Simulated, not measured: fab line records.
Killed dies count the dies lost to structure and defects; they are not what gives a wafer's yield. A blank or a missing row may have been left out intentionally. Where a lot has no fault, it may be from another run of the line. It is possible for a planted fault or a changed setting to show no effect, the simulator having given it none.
fab line records | flow sky130 | part 1 of 2: steps 1 to 28 of 38
record lots=5 wafers=15 lastDay=50
route steps=708 shown METAL4@623 VIA4@639
lots that met no fault: taken from a fault-free run of the same line
startH: the number of hours between the record's first day and the start of the first shown wafer of the lot | waitH: time in hours since the lot's previous step | " identical to the entry in the row above | L1.1+2: several wafers, shown together as one row | - no value, or no start given | * or withheld: withheld | < > ~ a bound
route shown NAME@n: a module of which the file shows steps, and the number in the route of the first | usual: mean/standard deviation of fault-free wafers | same: alike in all rows | chamber/n: place in a boat | sites: readings site by site | _std_site: their standard deviation | _edge_site: mean of outer sites minus mean of inner sites | radiusMm: how far each site lies from the wafer's centre | mask NAME#n: copy n | behind: tool/chamber where the wafer was last shaped | hold: why the lot went on hold/how many hours it stayed there/how the hold came to an end | device: the transistor (n, p or np) that didn't switch | end of line: the tests these same wafers got at the end of their route | for a step that has no rows: nothing shown but its recipe | killed: count of dies lost to structure and defects at first sort (not the wafer's yield) | map: the dies of a wafer, with x for killed, . for not killed, _ for no die there
set.NAME: the setting the step ran with; set.NAME@STEP: the setting that earlier step ran with | model.NAME: the simulator's own value behind a step, which no gauge read
certain route steps with their lots: each step a table, each wafer a row
services: when a tool's chamber went out of use (startH, in hours from the record's first day, below 0 if earlier), for how many hours, and the reason
## steps
# step SKY_METAL4_COAT_07
# recipe resist=BARC tempC=withheld timeS=withheld spinRpm=3000 resistThkNm=60
# columns lot.wafer tool chamber startH waitH
L078.3+5+6 lithoTrack-02 0 997.01 0.1
L083.2+3+5 lithoTrack-01 0 1039.11 0.1
L085.3+4+5 lithoTrack-03 0 1044.90 0.1
L086.1+3+6 lithoTrack-03 0 1047.80 0.1
L096.1+4+5 lithoTrack-01 0 1107.18 0.1
# step SKY_METAL4_COAT_08
# recipe resist=KrF-thick spinRpm=3000 resistThkNm=1140
# columns lot.wafer tool chamber startH waitH
L078.3+5+6 lithoTrack-02 0 - -
L083.2+3+5 lithoTrack-01 0 - -
L085.3+4+5 lithoTrack-03 0 - -
L086.1+3+6 lithoTrack-03 0 - -
L096.1+4+5 lithoTrack-01 0 - -
# step SKY_METAL4_SOFTBAKE_09
# recipe tempC=100 timeS=90 resist=KrF-thick
# usual plateTempC=99.97/0.14
# columns lot.wafer tool chamber startH waitH plateTempC
L078.3 lithoTrack-02 0 - - 100.12
L078.5 " 0 " " 100.30
L078.6 " 0 " " 100.22
L083.2 lithoTrack-01 0 - - 99.94
L083.3 " 0 " " 100.05
L083.5 " 0 " " 100.10
L085.3 lithoTrack-03 0 - - 99.88
L085.4 " 0 " " 100.15
L085.5 " 0 " " 100.09
L086.1 lithoTrack-03 0 - - 99.88
L086.3 " 0 " " 99.87
L086.6 " 0 " " 99.91
L096.1 lithoTrack-01 0 - - 99.81
L096.4 " 0 " " 99.75
L096.5 " 0 " " 99.82
# step SKY_METAL4_EXPOSE_10
# recipe maskId=MM4 na=0.68 sourceShape=annular sigmaInner=0.4 sigmaOuter=0.8 targetCdNm=300 doseMj=28
# usual stageVelMmS=500.00/0.26
# columns lot.wafer tool chamber startH waitH mask stageVelMmS
L078.3 krfScanner-02 0 - - MM4#0 500.01
L078.5 " 0 " " MM4#0 500.17
L078.6 " 0 " " MM4#0 499.98
L083.2 krfScanner-02 0 - - MM4#0 499.55
L083.3 " 0 " " MM4#0 499.70
L083.5 " 0 " " MM4#0 499.25
L085.3 krfScanner-02 0 - - MM4#0 500.03
L085.4 " 0 " " MM4#0 499.87
L085.5 " 0 " " MM4#0 499.90
L086.1 krfScanner-01 0 - - MM4#0 499.91
L086.3 " 0 " " MM4#0 500.10
L086.6 " 0 " " MM4#0 499.94
L096.1 krfScanner-01 0 - - MM4#0 500.16
L096.4 " 0 " " MM4#0 500.00
L096.5 " 0 " " MM4#0 500.01
# step SKY_METAL4_PEB_11
# recipe pebTempC=withheld pebTimeS=withheld resist=KrF-thick
# columns lot.wafer tool chamber startH waitH
L078.3+5+6 lithoTrack-02 0 - -
L083.2+3+5 lithoTrack-01 0 - -
L085.3+4+5 lithoTrack-02 0 - -
L086.1+3+6 lithoTrack-01 0 - -
L096.1+4+5 lithoTrack-03 0 - -
# step SKY_METAL4_DEVELOP_12
# recipe developTimeS=60 resist=KrF-thick devTempC=21
# columns lot.wafer tool chamber startH waitH
L078.3+5+6 lithoTrack-02 0 - -
L083.2+3+5 lithoTrack-01 0 - -
L085.3+4+5 lithoTrack-02 0 - -
L086.1+3+6 lithoTrack-01 0 - -
L096.1+4+5 lithoTrack-03 0 - -
# step SKY_METAL4_CD_MEAS_13
# recipe targetCdNm=300
# usual cdNm=299.8/1.5
# columns lot.wafer tool chamber startH waitH cdNm
L078.3 cdSem-01 - 1008.60 - 298.8
L078.5 " - " " 299.8
L078.6 " - " " 299.2
L083.2 cdSem-02 - 1050.75 - 300.1
L083.3 " - " " 299.3
L083.5 " - " " 300.4
L085.3 cdSem-02 - 1056.85 - 298.1
L085.4 " - " " 298.8
L085.5 " - " " 298.2
L086.1 cdSem-01 - 1058.98 - 301.4
L086.3 " - " " 301.7
L086.6 " - " " 301.9
L096.1 cdSem-02 - 1117.20 - 298.8
L096.4 " - " " 300.6
L096.5 " - " " 300.3
# step SKY_METAL4_OVL_MEAS_14
# usual METAL4_OVL=4/6.8
# columns lot.wafer tool chamber startH waitH METAL4_OVL[nm]
L078.3 overlay-01 - 1008.70 0.1 6
L078.5 " - " " 2
L078.6 " - " " 3
L083.2 overlay-01 - 1050.86 0.1 2
L083.3 " - " " 2
L083.5 " - " " -3
L085.3 overlay-01 - 1056.95 0.1 11
L085.4 " - " " 11
L085.5 " - " " 8
L086.1 overlay-01 - 1059.10 0.1 1
L086.3 " - " " 6
L086.6 " - " " -5
L096.1 overlay-01 - 1117.32 0.1 -4
L096.4 " - " " -5
L096.5 " - " " 3
# step SKY_METAL4_DESCUM_15
# recipe chemistry=O2 sourcePowerW=150 biasPowerW=0 pressureMtorr=10 tempC=40 timeS=8
# usual drypumpMotorCurrentA=5.9/0.6 oesProductAu=1.010/0.0086
# columns lot.wafer tool chamber startH waitH drypumpMotorCurrentA oesProductAu rfHoursCounterH
L078.3 rieMetal-02 1 1008.73 0.0 5.3 1.015 -
L078.5 " 0 " " 6.7 1.016 -
L078.6 " 1 " " 5.3 1.019 -
L083.2 rieMetal-02 1 1050.89 0.0 5.3 1.013 10
L083.3 " 1 " " 5.3 1.010 -
L083.5 " 1 " " 5.3 1.011 -
L085.3 rieMetal-01 0 1056.98 0.0 5.2 1.021 -
L085.4 " 1 " " 6.2 0.996 -
L085.5 " 0 " " 5.2 1.028 -
L086.1 rieMetal-02 0 1059.14 0.0 6.7 1.020 6
L086.3 " 0 " " 6.7 1.010 -
L086.6 " 1 " " 5.3 1.021 -
L096.1 rieMetal-01 0 1117.35 0.0 5.2 1.030 20
L096.4 " 1 " " 6.2 1.005 -
L096.5 " 1 " " 6.2 0.983 -
# step SKY_METAL4_ETCH_16
# recipe chemistry=N2/H2 target=BARC ionEnergyEv=192.1 biasW=100 pressureMtorr=30 n2FlowSccm=100 h2FlowSccm=200 icpW=500 stopOn=SiO2 timeS=88.2 targetDepthA=600
# usual drypumpMotorCurrentA=5.9/0.61 oesProductAu=0.626/0.0048 throttleValvePct=13.205/0.009
# columns lot.wafer tool chamber startH waitH drypumpMotorCurrentA oesProductAu rfHoursCounterH throttleValvePct
L078.3 rieMetal-02 1 1008.78 0.0 5.3 0.619 - 13.219
L078.5 " 0 " " 6.7 0.627 - 13.199
L078.6 " 1 " " 5.3 0.628 - 13.205
L083.2 rieMetal-02 1 1050.92 0.0 5.3 0.629 10 13.214
L083.3 " 1 " " 5.3 0.633 - 13.204
L083.5 " 1 " " 5.3 0.629 - 13.196
L085.3 rieMetal-01 0 1057.03 0.0 5.2 0.631 - 13.207
L085.4 " 1 " " 6.2 0.636 - 13.202
L085.5 " 0 " " 5.2 0.632 - 13.214
L086.1 rieMetal-02 0 1059.17 0.0 6.7 0.629 6 13.192
L086.3 " 0 " " 6.7 0.632 - 13.202
L086.6 " 1 " " 5.3 0.630 - 13.209
L096.1 rieMetal-01 0 1117.39 0.0 5.3 0.619 20 13.211
L096.4 " 1 " " 6.3 0.622 - 13.192
L096.5 " 1 " " 6.2 0.625 - 13.204
# step SKY_METAL4_ETCH_17
# recipe target=SiO2 stopOn=TiN chemistry=C4F8/O2/Ar sourceW=1500 biasW=1200 pressureMtorr=40 c4f8FlowSccm=withheld O2_flow_sccm=6 Ar_flow_sccm=300 timeS=3.9 targetDepthA=150
# usual oesProductAu=0.754/0.007
# columns lot.wafer tool chamber startH waitH oesProductAu rfHoursCounterH
L078.3 rieDiel-03 0 1008.86 0.0 0.749 -
L078.5 " 0 " " 0.749 -
L078.6 " 2 " " 0.772 -
L083.2 rieDiel-04 0 1051.02 0.1 0.740 19
L083.3 " 1 " " 0.749 10
L083.5 " 3 " " 0.756 -
L085.3 rieDiel-02 1 1057.10 0.0 0.752 9
L085.4 " 2 " " 0.760 6
L085.5 " 3 " " 0.756 -
L086.1 rieDiel-02 2 1059.27 0.1 0.763 7
L086.3 " 1 " " 0.760 10
L086.6 " 0 " " 0.770 -
L096.1 rieDiel-04 3 1117.48 0.1 0.744 18
L096.4 " 0 " " 0.754 -
L096.5 " 3 " " 0.772 -
# step SKY_METAL4_METAL_ETCH_18
# recipe targetDepthA=8450 stopOn=SiO2 overEtchFrac=0.3 timeS=183.1 chemistry=Cl2/BCl3 resistSidewallDeg=88 pressureMtorr=10 icpW=900 biasW=48.5 Cl2_flow_sccm=60 bcl3FlowSccm=30
# usual drypumpMotorCurrentA=5.8/0.53 oesProductAu=0.867/0.0058 throttleValvePct=22.264/0.0096
# columns lot.wafer tool chamber startH waitH drypumpMotorCurrentA oesProductAu rfHoursCounterH throttleValvePct
L078.3 rieMetal-03 1 1008.94 0.1 5.4 0.852 - 22.268
L078.5 " 0 " " 6.1 0.867 - 22.256
L078.6 " 1 " " 5.4 0.859 - 22.255
L083.2 rieMetal-03 0 1051.04 0.0 6.1 0.888 10 22.262
L083.3 " 1 " " 5.4 0.869 - 22.253
L083.5 " 1 " " 5.4 0.859 - 22.253
L085.3 rieMetal-02 1 1057.18 0.1 5.3 0.865 - 22.271
L085.4 " 0 " " 6.7 0.862 - 22.258
L085.5 " 0 " " 6.7 0.859 - 22.261
L086.1 rieMetal-03 1 1059.29 0.0 5.4 0.871 8 22.277
L086.3 " 0 " " 6.1 0.865 - 22.262
L086.6 " 1 " " 5.4 0.872 - 22.273
L096.1 rieMetal-03 0 1117.50 0.0 6.1 0.865 16 22.279
L096.4 " 1 " " 5.4 0.858 - 22.287
L096.5 " 1 " " 5.4 0.867 - 22.269
# step SKY_METAL4_STRIP_19
# recipe chemistry=O2/N2 powerW=1400 pressureMtorr=1500 platenTempC=withheld o2FlowSccm=3000 n2FlowSccm=300 overashFraction=0.5
# usual drypumpMotorCurrentA=6.1/0.48 oesProductAu=0.499/0.0058 stripTimeToEndpointS=6.48/0.075
# columns lot.wafer tool chamber startH waitH drypumpMotorCurrentA oesProductAu rfHoursCounterH stripTimeToEndpointS
L078.3 plasmaAsher-01 0 1009.09 0.1 5.5 0.499 - 6.44
L078.5 " 1 " " 6.2 0.501 - 6.47
L078.6 " 0 " " 5.4 0.499 - 6.44
L083.2 plasmaAsher-01 0 1051.22 0.1 5.4 0.489 31 6.38
L083.3 " 0 " " 5.5 0.493 - 6.49
L083.5 " 0 " " 5.4 0.501 - 6.49
L085.3 plasmaAsher-03 0 1057.33 0.1 5.7 0.506 - 6.53
L085.4 " 1 " " 6.8 0.497 - 6.53
L085.5 " 1 " " 6.8 0.501 - 6.59
L086.1 plasmaAsher-03 1 1059.47 0.1 6.8 0.501 66 6.53
L086.3 " 1 " " 6.8 0.509 - 6.45
L086.6 " 1 " " 6.8 0.494 - 6.49
L096.1 plasmaAsher-03 0 1117.68 0.1 5.7 0.505 71 6.49
L096.4 " 0 " " 5.8 0.496 - 6.52
L096.5 " 1 " " 6.8 0.504 - 6.55
# step SKY_METAL4_STRIP_20
# recipe chemistry=postEtchResidueRemover timeS=1200 tempC=72.5
# columns lot.wafer tool chamber startH waitH
L078.3+5+6 wetBench-03 0 1009.16 0.0
L083.2+3+5 wetBench-04 1 1051.32 0.1
L085.3+4+5 wetBench-04 1 1057.40 0.0
L086.1+3+6 wetBench-04 3 1059.57 0.1
L096.1+4+5 wetBench-03 3 1117.78 0.1
# step SKY_METAL4_CLEAN_21
# recipe chemistry=IPA timeS=180 tempC=25
# columns lot.wafer tool chamber startH waitH
L078.3+5+6 wetBench-04 2 1009.90 0.0
L083.2+3+5 wetBench-04 0 1051.66 0.0
L085.3+4+5 wetBench-02 0 1057.74 0.0
L086.1+3+6 wetBench-03 2 1059.91 0.0
L096.1+4+5 wetBench-03 3 1118.53 0.0
# step SKY_METAL4_CLEAN_22
# recipe chemistry=O3/DIW dry=n2Spin
# columns lot.wafer tool chamber startH waitH
L078.3+5+6 wetBench-02 0 1009.96 0.0
L083.2+3+5 wetBench-04 3 1051.72 0.0
L085.3+4+5 wetBench-03 2 1057.80 0.0
L086.1+3+6 wetBench-02 0 1060.02 0.0
L096.1+4+5 wetBench-04 0 1118.65 0.0
# step SKY_VIA4_HDPCVD_00
# recipe material=SiO2 targetThkNm=1750 sigmaOpenFrac=0.3 timeS=291.7 tempC=400 sih4FlowSccm=60 pressureMtorr=6
# usual pressureMtorr=6.000/0.012
# columns lot.wafer tool chamber startH waitH pressureMtorr
L078.3 hdpcvd-02 0 1010.06 0.0 5.991
L078.5 " 2 " " 5.983
L078.6 " 0 " " 5.990
L083.2 hdpcvd-02 0 1051.81 0.0 6.016
L083.3 " 1 " " 6.024
L083.5 " 2 " " 6.014
L085.3 hdpcvd-02 1 1057.98 0.0 6.013
L085.4 " 1 " " 6.006
L085.5 " 0 " " 6.012
L086.1 hdpcvd-02 2 1060.12 0.0 6.000
L086.3 " 1 " " 6.000
L086.6 " 0 " " 5.985
L096.1 hdpcvd-01 2 1118.74 0.0 5.990
L096.4 " 1 " " 5.973
L096.5 " 0 " " 6.000
# step SKY_VIA4_THK_MEAS_01
# recipe reads=SiO2_of_VIA4_HDPCVD_00
# usual VIA4_HDPCVD_THK=1740/18
# columns lot.wafer tool chamber startH waitH VIA4_HDPCVD_THK[nm]
L078.3 filmMetro-03 - 1010.25 0.1 1753
L078.5 " - " " 1740
L078.6 " - " " 1771
L083.2 filmMetro-03 - 1052.00 0.1 1758
L083.3 " - " " 1746
L083.5 " - " " 1724
L085.3 filmMetro-03 - 1058.18 0.1 1729
L085.4 " - " " 1721
L085.5 " - " " 1724
L086.1 filmMetro-03 - 1060.29 0.1 1713
L086.3 " - " " 1744
L086.6 " - " " 1735
L096.1 filmMetro-03 - 1118.92 0.1 1736
L096.4 " - " " 1729
L096.5 " - " " 1735
# step SKY_VIA4_CMP_02
# recipe material=SiO2 downForcePsi=4 platenRpm=60 padVelocityMS=0.94248
# usual motorCurrentA=11.8/1.2 slurryFlowMlMin=150.0/0.49
# columns lot.wafer tool chamber startH waitH motorCurrentA slurryFlowMlMin
L078.3 cmp-02 3 1010.34 0.1 14.4 149.8
L078.6 " 2 " " 11.6 150.6
L078.5 " 3 " " 13.7 150.5
L083.2 cmp-01 3 1052.10 0.1 11.1 151.2
L083.3 " 1 " " 12.2 151.3
L083.5 " 2 " " 10.5 150.4
L085.3 cmp-01 0 1058.22 0.0 11.7 150.1
L085.4 " 2 " " 10.6 149.4
L085.5 " 0 " " 11.5 149.7
L086.3 cmp-02 0 1060.35 0.0 10.7 149.5
L086.1 " 1 " " 13.6 150.0
L086.6 " 1 " " 13.9 150.5
L096.1 cmp-02 2 1119.03 0.1 11.4 149.7
L096.4 " 0 " " 10.9 150.1
L096.5 " 1 " " 13.0 149.9
# step SKY_VIA4_BOW_MEAS_03
# recipe mode=bow
# usual VIA4_BOW=77/8.1
# columns lot.wafer tool chamber startH waitH VIA4_BOW[um]
L078.3 filmMetro-01 - 1010.63 0.2 76
L078.5 " - " " 72
L078.6 " - " " 76
L083.2 filmMetro-01 - 1052.37 0.2 77
L083.3 " - " " 77
L083.5 " - " " 86
L085.3 filmMetro-03 - 1058.56 0.3 75
L085.4 " - " " 70
L085.5 " - " " 75
L086.1 filmMetro-01 - 1060.65 0.2 73
L086.3 " - " " 76
L086.6 " - " " 79
L096.1 filmMetro-04 - 1119.28 0.2 86
L096.4 " - " " 84
L096.5 " - " " 79
# step SKY_VIA4_DEHYDRATE_04
# recipe tempC=200 timeS=60
# usual plateTempC=200.01/0.17
# columns lot.wafer tool chamber startH waitH plateTempC
L078.3 lithoTrack-01 0 1021.23 10.6 200.08
L078.5 " 0 " " 199.90
L078.6 " 0 " " 200.19
L083.2 lithoTrack-01 0 1062.16 9.8 199.99
L083.3 " 0 " " 199.82
L083.5 " 0 " " 200.02
L085.3 lithoTrack-01 0 1067.88 9.3 199.91
L085.4 " 0 " " 199.77
L085.5 " 0 " " 199.97
L086.1 lithoTrack-01 0 1070.48 9.8 200.05
L086.3 " 0 " " 200.04
L086.6 " 0 " " 200.30
L096.1 lithoTrack-03 0 1128.70 9.4 199.77
L096.4 " 0 " " 199.88
L096.5 " 0 " " 199.88
# step SKY_VIA4_HMDS_05
# recipe primeTimeS=60 primeTempC=120
# columns lot.wafer tool chamber startH waitH
L078.3+5+6 lithoTrack-01 0 1021.38 0.1
L083.2+3+5 lithoTrack-01 0 1062.31 0.1
L085.3+4+5 lithoTrack-01 0 1068.03 0.1
L086.1+3+6 lithoTrack-01 0 1070.63 0.1
L096.1+4+5 lithoTrack-03 0 1128.85 0.1
# step SKY_VIA4_COAT_06
# recipe resist=NOVOLAK spinRpm=3000 resistThkNm=1140
# columns lot.wafer tool chamber startH waitH
L078.3+5+6 lithoTrack-01 0 1021.53 0.1
L083.2+3+5 lithoTrack-01 0 1062.46 0.1
L085.3+4+5 lithoTrack-01 0 1068.18 0.1
L086.1+3+6 lithoTrack-01 0 1070.78 0.1
L096.1+4+5 lithoTrack-03 0 1129.00 0.1
# step SKY_VIA4_SOFTBAKE_07
# recipe tempC=90 timeS=60 resist=NOVOLAK
# usual plateTempC=90.02/0.12
# columns lot.wafer tool chamber startH waitH plateTempC
L078.3 lithoTrack-01 0 1021.68 0.1 89.93
L078.5 " 0 " " 89.96
L078.6 " 0 " " 89.95
L083.2 lithoTrack-01 0 1062.61 0.1 90.08
L083.3 " 0 " " 90.06
L083.5 " 0 " " 89.97
L085.3 lithoTrack-01 0 1068.33 0.1 90.21
L085.4 " 0 " " 90.07
L085.5 " 0 " " 90.08
L086.1 lithoTrack-01 0 1070.93 0.1 90.38
L086.3 " 0 " " 90.28
L086.6 " 0 " " 90.26
L096.1 lithoTrack-03 0 1129.15 0.1 89.76
L096.4 " 0 " " 89.72
L096.5 " 0 " " 89.80
# step SKY_VIA4_EXPOSE_08
# recipe maskId=VIM4 na=0.6 sourceShape=conventional sigmaOuter=0.6 polarization=unpolarized targetCdNm=800 doseMj=132
# usual stageVelMmS=500.00/0.23
# columns lot.wafer tool chamber startH waitH mask stageVelMmS
L078.3 ilineStepper-01 0 - - VIM4#0 499.96
L078.5 " 0 " " VIM4#0 499.89
L078.6 " 0 " " VIM4#0 500.14
L083.2 ilineStepper-02 0 - - VIM4#0 499.82
L083.3 " 0 " " VIM4#0 500.54
L083.5 " 0 " " VIM4#0 499.82
L085.3 ilineStepper-01 0 - - VIM4#0 499.89
L085.4 " 0 " " VIM4#0 500.13
L085.5 " 0 " " VIM4#0 500.33
L086.1 ilineStepper-02 0 - - VIM4#0 500.16
L086.3 " 0 " " VIM4#0 500.38
L086.6 " 0 " " VIM4#0 499.85
L096.1 ilineStepper-02 0 - - VIM4#0 500.17
L096.4 " 0 " " VIM4#0 500.03
L096.5 " 0 " " VIM4#0 500.21
# step SKY_VIA4_PEB_09
# recipe tempC=withheld timeS=* resist=NOVOLAK
# columns lot.wafer tool chamber startH waitH
L078.3+5+6 lithoTrack-01 0 - -
L083.2+3+5 lithoTrack-04 0 - -
L085.3+4+5 lithoTrack-03 0 - -
L086.1+3+6 lithoTrack-04 0 - -
L096.1+4+5 lithoTrack-04 0 - -
# step SKY_VIA4_DEVELOP_10
# recipe resist=NOVOLAK developer=TMAH developTimeS=61.22 devTempC=23
# columns lot.wafer tool chamber startH waitH
L078.3+5+6 lithoTrack-01 0 1033.48 0.1
L083.2+3+5 lithoTrack-04 0 1072.68 0.1
L085.3+4+5 lithoTrack-03 0 1079.05 0.1
L086.1+3+6 lithoTrack-04 0 1081.85 0.1
L096.1+4+5 lithoTrack-04 0 1137.80 0.1
# step SKY_VIA4_OVL_MEAS_11
# usual VIA4_OVL=0.0/1.6
# columns lot.wafer tool chamber startH waitH VIA4_OVL[nm]
L078.3 overlay-01 - 1033.59 0.1 -1.5
L078.5 " - " " -2.4
L078.6 " - " " -1.9
L083.2 overlay-02 - 1072.81 0.1 0.9
L083.3 " - " " 0.1
L083.5 " - " " -0.6
L085.3 overlay-01 - 1079.16 0.1 -0.7
L085.4 " - " " 0.5
L085.5 " - " " -2.7
L086.1 overlay-02 - 1082.00 0.1 -1.1
L086.3 " - " " -1.7
L086.6 " - " " -0.9
L096.1 overlay-01 - 1137.95 0.1 2.3
L096.4 " - " " 3.3
L096.5 " - " " 2.0
